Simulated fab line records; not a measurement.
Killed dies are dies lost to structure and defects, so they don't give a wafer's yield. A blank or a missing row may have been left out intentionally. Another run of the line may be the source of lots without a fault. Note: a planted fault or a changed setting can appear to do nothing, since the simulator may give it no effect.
Which tool was responsible? :: flow gf180mcu :: 39 wafers from 13 lots sampled at 4 of the route's 602 steps

## WHAT THE GAUGES READ, wafer by wafer
GF_HV_LDD_TW_MEAS_50.
lot: L620
measured: day 12 06:04
on: film-metro-02
HV_LDD_4_TW: 566 567 567

lot: L621
measured: day 12 11:37
on: film-metro-03
HV_LDD_4_TW: 561 560 562

lot: L623
measured: day 13 01:24
on: film-metro-02
HV_LDD_4_TW: 574 575 570

lot: L624
measured: day 13 12:00
on: film-metro-04
HV_LDD_4_TW: 573 572 576

lot: L626
measured: day 14 11:34
on: film-metro-02
HV_LDD_4_TW: 572 568 571

lot: L628
measured: day 15 04:11
on: film-metro-03
HV_LDD_4_TW: 563 564 564

lot: L630
measured: day 15 19:23
on: film-metro-03
HV_LDD_4_TW: 565 567 566

lot: L634
measured: day 17 12:47
on: film-metro-02
HV_LDD_4_TW: 551 551 553

lot: L635
measured: day 17 21:25
on: film-metro-03
HV_LDD_4_TW: 547 547 549

lot: L636
measured: day 18 06:41
on: film-metro-04
HV_LDD_4_TW: 574 577 573

lot: L638
measured: day 18 17:35
on: film-metro-03
HV_LDD_4_TW: 571 567 562

lot: L639
measured: day 19 01:49
on: film-metro-03
HV_LDD_4_TW: 568 571 566

lot: L640
measured: day 19 02:51
on: film-metro-04
HV_LDD_4_TW: 574 576 577

GF_M3_RS_MEAS_05: uses a four-point probe to measure.
lot: L620
measured: day 20 00:34
on: film-metro-03
M3_ALCU_RS (ohm/sq): 0.0702 0.0703 0.0704

lot: L621
measured: day 20 09:00
on: film-metro-03
M3_ALCU_RS (ohm/sq): 0.0688 0.0681 0.0695

lot: L623
measured: day 21 03:28
on: film-metro-03
M3_ALCU_RS (ohm/sq): 0.0690 0.0684 0.0695

lot: L624
measured: day 21 12:32
on: film-metro-01
M3_ALCU_RS (ohm/sq): 0.0689 0.0686 0.0693

lot: L626
measured: day 22 15:22
on: film-metro-01
M3_ALCU_RS (ohm/sq): 0.0685 0.0693 0.0689

lot: L628
measured: day 23 10:31
on: film-metro-01
M3_ALCU_RS (ohm/sq): 0.0693 0.0696 0.0682

lot: L630
measured: day 24 02:34
on: film-metro-02
M3_ALCU_RS (ohm/sq): 0.0673 0.0690 0.0690

lot: L634
measured: day 25 17:25
on: film-metro-02
M3_ALCU_RS (ohm/sq): 0.0683 0.0691 0.0687

lot: L635
measured: day 26 01:58
on: film-metro-01
M3_ALCU_RS (ohm/sq): 0.0697 0.0699 0.0692

lot: L636
measured: day 26 09:37
on: film-metro-02
M3_ALCU_RS (ohm/sq): 0.0679 0.0686 0.0686

lot: L638
measured: day 26 19:32
on: film-metro-01
M3_ALCU_RS (ohm/sq): 0.0686 0.0696 0.0692

lot: L639
measured: day 27 03:49
on: film-metro-02
M3_ALCU_RS (ohm/sq): 0.0692 0.0696 0.0705

lot: L640
measured: day 27 04:31
on: film-metro-03
M3_ALCU_RS (ohm/sq): 0.0696 0.0707 0.0697

## EACH LOT AND THE TOOL THAT RAN IT (in order: tool; ch and the chambers of the sampled wafers; start)
lot: L620
GF_HV_LDD_IMPLANT_48: implanter-02 ch 0, day 12 05:50
GF_V1_SPUTTER_21: pvd-sputter-04, day 17 21:14

lot: L621
GF_HV_LDD_IMPLANT_48: implanter-04 ch 0, day 12 11:22
GF_V1_SPUTTER_21: pvd-sputter-02, day 18 04:23

lot: L623
GF_HV_LDD_IMPLANT_48: implanter-04 ch 0, day 13 01:09
GF_V1_SPUTTER_21: pvd-sputter-02, day 18 22:40

lot: L624
GF_HV_LDD_IMPLANT_48: implanter-04 ch 0, day 13 11:46
GF_V1_SPUTTER_21: pvd-sputter-02, day 19 08:55

lot: L626
GF_HV_LDD_IMPLANT_48: implanter-02 ch 0, day 14 11:19
GF_V1_SPUTTER_21: pvd-sputter-01, day 20 12:18

lot: L628
GF_HV_LDD_IMPLANT_48: implanter-02 ch 0, day 15 03:56
GF_V1_SPUTTER_21: pvd-sputter-01, day 21 08:58

lot: L630
GF_HV_LDD_IMPLANT_48: implanter-02 ch 0, day 15 19:08
GF_V1_SPUTTER_21: pvd-sputter-04, day 22 01:19

lot: L634
GF_HV_LDD_IMPLANT_48: implanter-02 ch 0, day 17 12:32
GF_V1_SPUTTER_21: pvd-sputter-02, day 23 17:56

lot: L635
GF_HV_LDD_IMPLANT_48: implanter-02 ch 0, day 17 21:11
GF_V1_SPUTTER_21: pvd-sputter-01, day 24 02:09

lot: L636
GF_HV_LDD_IMPLANT_48: implanter-04 ch 0, day 18 06:26
GF_V1_SPUTTER_21: pvd-sputter-02, day 24 10:34

lot: L638
GF_HV_LDD_IMPLANT_48: implanter-04 ch 0, day 18 17:22
GF_V1_SPUTTER_21: pvd-sputter-02, day 24 21:27

lot: L639
GF_HV_LDD_IMPLANT_48: implanter-04 ch 0, day 19 01:36
GF_V1_SPUTTER_21: pvd-sputter-02, day 25 05:22

lot: L640
GF_HV_LDD_IMPLANT_48: implanter-03 ch 0, day 19 02:36
GF_V1_SPUTTER_21: pvd-sputter-04, day 25 05:48
- GF_HV_LDD_IMPLANT_48
- GF_V1_SPUTTER_21: material Ti, target thk 15 nm, time 80.02 s.

## WHAT THE TOOLS THEMSELVES READ (means of the sampled wafers that have a number; where no wafer has one, the mark that the record gives instead)
GF_HV_LDD_IMPLANT_48.
lot: L620
tool: implanter-02
beam-energy-keV: 25.001
dose-ions-cm2: 3e+13

lot: L621
tool: implanter-04
beam-energy-keV: 25.006
dose-ions-cm2: 3e+13

lot: L623
tool: implanter-04
beam-energy-keV: 25.006
dose-ions-cm2: 3e+13

lot: L624
tool: implanter-04
beam-energy-keV: 24.997
dose-ions-cm2: 3e+13

lot: L626
tool: implanter-02
beam-energy-keV: 25.010
dose-ions-cm2: 3e+13

lot: L628
tool: implanter-02
beam-energy-keV: 24.998
dose-ions-cm2: 3e+13

lot: L630
tool: implanter-02
beam-energy-keV: 24.989
dose-ions-cm2: 3e+13

lot: L634
tool: implanter-02
beam-energy-keV: 21.325
dose-ions-cm2: 3e+13

lot: L635
tool: implanter-02
beam-energy-keV: 21.333
dose-ions-cm2: 3e+13

lot: L636
tool: implanter-04
beam-energy-keV: 24.991
dose-ions-cm2: 3e+13

lot: L638
tool: implanter-04
beam-energy-keV: 25.003
dose-ions-cm2: 3e+13

lot: L639
tool: implanter-04
beam-energy-keV: 25.004
dose-ions-cm2: 3e+13

lot: L640
tool: implanter-03
beam-energy-keV: 25.002
dose-ions-cm2: 3e+13

GF_V1_SPUTTER_21.
lot: L620
tool: pvd-sputter-04
substrate-temp-c (C): 199.97
throttle-valve-pct (%): 30.6

lot: L621
tool: pvd-sputter-02
substrate-temp-c (C): 200.01
throttle-valve-pct (%): 29.9

lot: L623
tool: pvd-sputter-02
substrate-temp-c (C): 199.69
throttle-valve-pct (%): 30.0

lot: L624
tool: pvd-sputter-02
substrate-temp-c (C): 200.16
throttle-valve-pct (%): 28.7

lot: L626
tool: pvd-sputter-01
substrate-temp-c (C): 200.12
throttle-valve-pct (%): 30.3

lot: L628
tool: pvd-sputter-01
substrate-temp-c (C): 199.98
throttle-valve-pct (%): 29.8

lot: L630
tool: pvd-sputter-04
substrate-temp-c (C): 200.01
throttle-valve-pct (%): 30.2

lot: L634
tool: pvd-sputter-02
substrate-temp-c (C): 200.20
throttle-valve-pct (%): 30.2

lot: L635
tool: pvd-sputter-01
substrate-temp-c (C): 200.10
throttle-valve-pct (%): 29.9

lot: L636
tool: pvd-sputter-02
substrate-temp-c (C): 200.11
throttle-valve-pct (%): 29.9

lot: L638
tool: pvd-sputter-02
substrate-temp-c (C): 200.02
throttle-valve-pct (%): 30.1

lot: L639
tool: pvd-sputter-02
substrate-temp-c (C): 199.90
throttle-valve-pct (%): 29.9

lot: L640
tool: pvd-sputter-04
substrate-temp-c (C): 199.91
throttle-valve-pct (%): 30.9

## THE ANSWER, worked out from the rows above alone
Rule: the usual values come from the lots themselves. Put in order of their means at a reading, lots are off if they are a third of the lots or fewer, leave a main group of 4 or more, and stand apart from it by a gap of 3 or more times the standard deviation of the main group's means; of several such gaps the widest counts. The tables above print the reading to a certain number of digits; a main group whose means all agree to those digits is not used. Also off: a lot with no number at a reading for which 4 or more lots have one. Where the step has rows for the other lots, those lots are counted as sound. After the gauges, taken in route order, come the tools' own readings; for these a lot's mean is taken, as printed above. The first step at which some lot is off is used, and at that step the reading that is off furthest; a lot without a number counts as furthest.
Off: L634, L635 (GF_HV_LDD_IMPLANT_48, beam-energy-keV). Mean 25.001 and standard deviation 0.0061 in the main group.
If a tool, at that step or one of the process steps before it, ran each lot that is off and ran no sound lot following the first of them, it fits. One fits: implanter-02 at GF_HV_LDD_IMPLANT_48. Its last sound lot is L630 (day 15 19:08), its first lot that is off L634 (day 17 12:32): a fault that began between those two fits.
The tool's own readings at GF_HV_LDD_IMPLANT_48 bear it out: on the lots that are off they differ by more than 5 times the standard deviation of the sound lots' means. beam-energy-keV reads 21.329 there against 25.001 on the sound lots.

## WHAT THE SIMULATOR PUT IN
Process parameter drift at GF_HV_LDD_IMPLANT_48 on implanter-02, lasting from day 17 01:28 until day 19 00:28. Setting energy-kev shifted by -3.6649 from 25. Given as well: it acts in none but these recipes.
Lots struck among those shown: L634, L635. The rule given above showed the same thing.
